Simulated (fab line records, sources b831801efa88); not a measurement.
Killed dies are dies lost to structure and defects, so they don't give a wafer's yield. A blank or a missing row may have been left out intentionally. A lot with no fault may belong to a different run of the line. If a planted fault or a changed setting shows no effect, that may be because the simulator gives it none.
Chamber matching    flow sky130    rie-diel-02 running SKY_VIA1_ETCH_14: 4 sister chambers
The step etches BARC in N2/H2, stops on SiO2, time 45.9 s, target depth 60 nm. 4 wafers are shown with their chamber, then 8 later ones without.

WAFERS PAIRED WITH THEIR CHAMBERS
wafer   chamber  drypump-motor-current-A (A)
L538.1  2        5.4
L541.1  3        6.4
L541.4  0        6.1
L543.2  1        6.2

WAFERS WITHOUT THEIR CHAMBER
wafer   drypump-motor-current-A (A)
L543.4  6.4
L543.5  6.1
L545.1  5.4
L545.3  6.1
L545.6  6.2
L548.1  6.3
L548.3  6.4
L548.6  5.4

WHICH CHAMBER EACH WENT THROUGH
wafer   from the rows above      in truth
L543.4  3                        3
L543.5  0                        0
L545.1  2                        2
L545.3  0                        0
L545.6  1                        1
L548.1  can't be placed: 1 or 3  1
L548.3  3                        3
L548.6  2                        2
7 of 8 placed correctly. From these rows, 1 cannot be placed; in 1 the true chamber is one of the candidates. Wrongly placed: 0.
How it was worked out, from the rows above alone: a wafer's distance from a chamber is the root of the sum, over the readings, of the square of ((its reading less the chamber's mean) divided by the reading's scatter). The wafer belongs to the nearest chamber; if the next one is less than 2 further off, it can't be placed. The mean given for a chamber averages the wafers shown for that chamber. The scatter (one wafer shown for each chamber): square how far every hidden wafer sits from the nearest shown wafer, average those squares and take the square root.
